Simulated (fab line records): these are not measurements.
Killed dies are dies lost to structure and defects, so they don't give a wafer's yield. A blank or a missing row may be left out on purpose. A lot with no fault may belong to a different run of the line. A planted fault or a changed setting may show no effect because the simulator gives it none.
Lot-split experiment -- flow sfq_line -- 23 wafers read from 5 lots, route of 325 steps

== ABOUT THE SPLIT ==
At SFQ_TRILAYER_M6_BARC_OPEN_METAL_ETCH_206 (etches BARC in O2, target depth 125 nm, time 41.7 s), the setting icp_w was moved away from the recipe's 600 W on 11 of the 23 wafers read, by -9.8% to -4.2%. All remaining wafers had this setting at the recipe value.

The split's own step is where the reading is taken.

== THE READING ==
KrF_of_TRILAYER_M6_LITHO_COAT_159.thk_nm (the simulator's own value, which no gauge read), in nm, at SFQ_TRILAYER_M6_BARC_OPEN_METAL_ETCH_206 (etches BARC in O2, target depth 125 nm, time 41.7 s). The file does not state a usual value for it. Across the 12 wafers here that went through the recipe, the average is 522.1 nm and the standard deviation 2 nm.

wafer,"tool, chamber at the split","icp_w as run, W",against the recipe,"KrF_of_TRILAYER_M6_LITHO_COAT_159.thk_nm, nm",against lot-mates on the recipe
L074.1,"rie_metal-04, 1",600,recipe,521.7,-
L074.2,"rie_metal-04, 0",559.5,-6.8%,529.8,+6.8
L074.3,"rie_metal-04, 0",559.5,-6.8%,526.6,+3.6
L074.5,"rie_metal-04, 1",559.5,-6.8%,528,+5.0
L074.6,"rie_metal-04, 0",600,recipe,524.4,-
L077.2,"rie_metal-02, 0",575,-4.2%,523,+0.2
L077.3,"rie_metal-02, 1",575,-4.2%,524.1,+1.3
L077.4,"rie_metal-02, 0",600,recipe,524.8,-
L077.5,"rie_metal-02, 0",600,recipe,521.5,-
L077.6,"rie_metal-02, 1",600,recipe,522,-
L081.1,"rie_metal-03, 1",600,recipe,519.5,-
L081.2,"rie_metal-03, 0",541.5,-9.8%,526.5,+7.2
L081.3,"rie_metal-03, 1",600,recipe,519,-
L081.4,"rie_metal-03, 0",541.5,-9.8%,525.7,+6.5
L081.5,"rie_metal-03, 0",541.5,-9.8%,524.7,+5.5
L082.2,"rie_metal-02, 1",600,recipe,521.2,-
L082.3,"rie_metal-02, 0",600,recipe,520.7,-
L082.4,"rie_metal-02, 1",600,recipe,520.4,-
L085.1,"rie_metal-02, 1",574.2,-4.3%,527.9,+3.2
L085.2,"rie_metal-02, 0",574.2,-4.3%,527.7,+3.0
L085.3,"rie_metal-02, 1",574.2,-4.3%,525.7,+1.0
L085.5,"rie_metal-02, 0",600,recipe,525.5,-
L085.6,"rie_metal-02, 1",600,recipe,523.9,-

FIT RESULTS
A straight line over all 23 wafers: KrF_of_TRILAYER_M6_LITHO_COAT_159.thk_nm changes by -0.545 nm for each +1% of icp_w; r = -0.67; the points scatter about the line by 2.3 nm.
The same after taking each lot's own level away (the mean of its wafers on the recipe; 23 wafers): -0.66 nm for each +1%; r = -0.90; scatter 1.2 nm.
The reading moves by 6.4 nm for the largest change in icp_w, on that fit.
The lots' own levels span 519.25 to 524.70 nm, that is 2.7 times the standard deviation above.
So the lot-to-lot level blurs the effect unless lot-mates are compared.
Check: +6.05 nm against its lot-mates is what the line predicts for one of the wafers moved furthest among these (-9.8%) when that wafer is left out of the fit. Against them it came out at +7.25 nm.

== OTHER SPLITS ON THESE WAFERS ==
Note: prior to the reading, these wafers also went through further splits. Each is held against what the fit with the lots' levels taken away leaves over:
other split on the same wafers,wafers away from the commonest value,r with KrF_of_TRILAYER_M6_LITHO_COAT_159.thk_nm (lot level and that fit taken away)
SFQ_TRILAYER_M4_ETCH_METAL_ETCH_096 time_s,10,+0.22
SFQ_TRILAYER_I4_VIA_LITHO_COAT_103 spin_rpm,6,+0.17
SFQ_TRILAYER_I4_VIA_BARC_OPEN_VIA_ETCH_146 bias_w,12,-0.12
SFQ_TRILAYER_JJ_TRILAYER_DEP_SPUTTER_109 power_w,12,+0.07
SFQ_TRILAYER_JJ_CE_LITHO_COAT_114 resist_thk_nm,10,+0.20
SFQ_TRILAYER_JJ_CE_BARC_OPEN_RIE_150 pressure_mtorr,10,-0.06
SFQ_TRILAYER_M5_ETCH_METAL_ETCH_126 icp_w,5,+0.12
SFQ_TRILAYER_R5_LITHO_COAT_141 resist_thk_nm,11,+0.17
SFQ_TRILAYER_R5_LITHO_PEB_139 peb_time_s,9,-0.23
SFQ_TRILAYER_M6_LITHO_PEB_162 peb_time_s,5,-0.18

== FILE'S OWN FIT ==
KrF_of_TRILAYER_M6_LITHO_COAT_159.thk_nm changes by -0.621 nm for each +1% of icp_w, r = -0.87.
